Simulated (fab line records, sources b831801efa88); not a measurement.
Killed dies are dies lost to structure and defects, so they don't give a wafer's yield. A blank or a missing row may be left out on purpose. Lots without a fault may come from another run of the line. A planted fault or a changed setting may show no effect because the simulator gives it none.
Which tool did it? | flow gf180mcu | 13 lots, 39 wafers sampled, at 6 steps of a route of 602

WHAT THE GAUGES READ, wafer by wafer
GF_STI_THK_MEAS_24. Usual: STI_CVD_23_THK 637 nm, standard deviation 6.4.
lot  | measured    | on            | STI_CVD_23_THK (nm) | flag
L259 | day 2 18:28 | film_metro-04 | 638 636 635         |
L260 | day 2 23:59 | film_metro-02 | 647 651 645         |
L263 | day 3 15:02 | film_metro-02 | 647 643 642         |
L264 | day 3 22:02 | film_metro-04 | 648 648 643         |
L265 | day 4 01:14 | film_metro-02 | 630 629 629         |
L266 | day 4 07:28 | film_metro-04 | 305 628 304         | OFF
L268 | day 4 16:43 | film_metro-01 | 308 640 636         | OFF
L269 | day 4 22:01 | film_metro-04 | 635 302 639         | OFF
L274 | day 6 00:09 | film_metro-02 | 641 632 627         |
L275 | day 6 06:22 | film_metro-02 | 632 627 640         |
L276 | day 6 10:22 | film_metro-02 | 636 635 637         |
L277 | day 6 15:14 | film_metro-02 | 638 643 641         |
L278 | day 6 20:38 | film_metro-04 | 644 637 640         |

GF_CONTACT_RS_MEAS_25: measures by four-point-probe. Usual: CONTACT_W_RS 0.394 ohm/sq, standard deviation 0.0035.
lot  | measured     | on            | CONTACT_W_RS (ohm/sq) | flag
L259 | day 17 03:56 | film_metro-04 | 0.393 0.399 0.392     |
L260 | day 17 18:44 | film_metro-03 | 0.395 0.395 0.398     |
L263 | day 18 21:16 | film_metro-01 | 0.397 0.398 0.393     |
L264 | day 19 02:35 | film_metro-03 | 0.394 0.389 0.392     |
L265 | day 19 07:22 | film_metro-03 | 0.392 0.392 0.396     |
L266 | day 20 01:28 | film_metro-01 | 0.398                 |
L268 | day 20 08:46 | film_metro-01 | 0.396 0.398           |
L269 | day 21 01:05 | film_metro-01 | 0.392 0.389           |
L274 | day 23 02:08 | film_metro-03 | 0.398 0.400 0.400     |
L275 | day 23 09:27 | film_metro-03 | 0.395 0.398 0.398     |
L276 | day 23 09:08 | film_metro-03 | 0.392 0.392 0.391     |
L277 | day 23 14:35 | film_metro-01 | 0.395 0.392 0.393     |
L278 | day 24 04:08 | film_metro-03 | 0.395 0.400 0.393     |

GF_V1_THK_MEAS_03. Usual: V1_CVD_02_THK 851 nm, standard deviation 12.
lot  | measured     | on            | V1_CVD_02_THK (nm) | flag
L259 | day 18 05:01 | film_metro-04 | 833 843 854        |
L260 | day 18 19:50 | film_metro-01 | 845 847 848        |
L263 | day 20 00:02 | film_metro-01 | 839 830 862        |
L264 | day 20 05:01 | film_metro-02 | 847 855 855        |
L265 | day 20 08:33 | film_metro-01 | 847 873 859        |
L266 | day 21 03:13 | film_metro-01 | 857                |
L268 | day 21 10:19 | film_metro-02 | 859 858            |
L269 | day 22 01:57 | film_metro-02 | 852 857            |
L274 | day 24 01:58 | film_metro-04 | 834 833 831        |
L275 | day 24 09:52 | film_metro-02 | 836 853 866        |
L276 | day 24 09:29 | film_metro-01 | 846 851 850        |
L277 | day 24 14:34 | film_metro-04 | 845 855 854        |
L278 | day 25 03:55 | film_metro-01 | 852 845 854        |

GF_V1_OVL_MEAS_15. Usual: V1_OVL 1 nm, standard deviation 6.1.
lot  | measured     | on         | V1_OVL (nm) | flag
L259 | day 19 05:38 | overlay-01 | 15 16 1     |
L260 | day 19 20:10 | overlay-02 | -4 -7 -5    |
L263 | day 21 00:43 | overlay-02 | -4 -2 6     |
L264 | day 21 05:34 | overlay-02 | 2 12 -5     |
L265 | day 21 09:02 | overlay-01 | 0 2 5       |
L266 | day 22 03:21 | overlay-01 | 1           |
L268 | day 22 09:52 | overlay-02 | 1 4         |
L269 | day 23 01:14 | overlay-02 | -3 7        |
L274 | day 24 23:59 | overlay-01 | 2 0 0       |
L275 | day 25 07:38 | overlay-02 | -2 -7 -9    |
L276 | day 25 07:23 | overlay-02 | -3 -7 5     |
L277 | day 25 12:14 | overlay-01 | 8 1 2       |
L278 | day 26 01:36 | overlay-02 | 6 8 5       |

WHICH TOOL RAN EACH LOT (tool, then ch and the chambers of the sampled wafers, then the start)
lot  | GF_STI_CVD_23                   | GF_STI_CMP_25
L259 | hdpcvd-02 ch 0,1,2, day 2 18:23 | cmp-02 ch 0,1,3, day 2 18:32
L260 | hdpcvd-01 ch 0,1,2, day 2 23:53 | cmp-02 ch 1,2, day 3 00:02
L263 | hdpcvd-02 ch 0,1,2, day 3 14:58 | cmp-02 ch 2,3, day 3 15:06
L264 | hdpcvd-01 ch 0,1, day 3 21:56   | cmp-01 ch 1,3, day 3 22:19
L265 | hdpcvd-01 ch 0,2, day 4 01:09   | cmp-02 ch 0,3, day 4 01:20
L266 | hdpcvd-01 ch 0,2, day 4 07:23   | cmp-01 ch 2,3, day 4 07:35
L268 | hdpcvd-01 ch 0,1,2, day 4 16:38 | cmp-02 ch 0,2,3, day 4 16:50
L269 | hdpcvd-01 ch 0,1, day 4 21:56   | cmp-02 ch 1,2,3, day 4 22:14
L274 | hdpcvd-02 ch 0,1,2, day 6 00:04 | cmp-01 ch 1,2,3, day 6 00:13
L275 | hdpcvd-02 ch 0,1, day 6 06:17   | cmp-01 ch 0,1,2, day 6 06:28
L276 | hdpcvd-02 ch 0,1,2, day 6 10:17 | cmp-02 ch 0,1,3, day 6 10:26
L277 | hdpcvd-02 ch 0,2, day 6 15:09   | cmp-01 ch 1,3, day 6 15:20
L278 | hdpcvd-02 ch 0,1,2, day 6 20:33 | cmp-01 ch 0,2,3, day 6 20:41
- GF_STI_CVD_23: deposits SiO2, target thk 650 nm, time 108.3 s.
- GF_STI_CMP_25: polishes, stops on Si3N4, t overpolish 33 s, target thk 524.6 nm.

WHAT THE TOOLS THEMSELVES READ (means of the sampled wafers that have a number; where no wafer has one, the mark that the record gives instead)
GF_STI_CVD_23. Usual: sih4_flow_sccm 59.02 sccm, standard deviation 0.18.
lot  | tool      | sih4_flow_sccm (sccm) | flag
L259 | hdpcvd-02 | 58.86                 |
L260 | hdpcvd-01 | 58.89                 |
L263 | hdpcvd-02 | 59.07                 |
L264 | hdpcvd-01 | 59.07                 |
L265 | hdpcvd-01 | 58.98                 |
L266 | hdpcvd-01 | 59.06                 |
L268 | hdpcvd-01 | 59.18                 |
L269 | hdpcvd-01 | 58.92                 |
L274 | hdpcvd-02 | 58.88                 |
L275 | hdpcvd-02 | 59.14                 |
L276 | hdpcvd-02 | 59.14                 |
L277 | hdpcvd-02 | 59.19                 |
L278 | hdpcvd-02 | 59.07                 |

GF_STI_CMP_25. Usual: motor_current_A 12.0 A, standard deviation 1.1; time_to_endpoint_s 123 s, standard deviation 3.9.
lot  | tool   | motor_current_A (A) | time_to_endpoint_s (s) | flag
L259 | cmp-02 | 12.9                | 123                    |
L260 | cmp-02 | 11.6                | 131                    |
L263 | cmp-02 | 12.5                | 125                    |
L264 | cmp-01 | 11.3                | 124                    |
L265 | cmp-02 | 13.4                | 121                    |
L266 | cmp-01 | 12.1                | 78                     | OFF
L268 | cmp-02 | 12.2                | 102                    | OFF
L269 | cmp-02 | 12.3                | 101                    | OFF
L274 | cmp-01 | 11.5                | 120                    |
L275 | cmp-01 | 11.5                | 118                    |
L276 | cmp-02 | 13.3                | 128                    |
L277 | cmp-01 | 11.4                | 122                    |
L278 | cmp-01 | 11.4                | 121                    |

THE ANSWER, worked out from the rows above alone
Rule: a lot is off if the mean of its wafers that have a number lies more than 3 standard deviations from the usual mean. A lot without any number at a reading at which 4 lots or more have one is off too. The other lots that the step has rows for count as sound. The gauges are gone through in route order, then the tools' own readings, and for those a lot's mean is taken as printed above. The first step at which some lot is off is used, and at that step the reading that is off furthest; a lot without a number counts as furthest.
Off: L266, L268, L269, at GF_STI_THK_MEAS_24 (STI_CVD_23_THK).
A tool fits if, at a process step before that reading, it ran every lot that is off, and no sound lot after the first of them. The gauges at GF_STI_THK_MEAS_24 aren't tried: what is off there is off at GF_STI_CMP_25 too, on other tools, and a gauge's error can't cause that. One fits: hdpcvd-01 at GF_STI_CVD_23. Its last sound lot is L265 (day 4 01:09), its first lot that is off L266 (day 4 07:23): a fault that began between those two fits.

WHAT THE SIMULATOR HAD PUT IN
Process parameter drift: hdpcvd-01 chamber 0, from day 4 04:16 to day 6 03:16, at GF_STI_CVD_23. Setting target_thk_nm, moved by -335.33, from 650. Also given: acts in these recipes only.
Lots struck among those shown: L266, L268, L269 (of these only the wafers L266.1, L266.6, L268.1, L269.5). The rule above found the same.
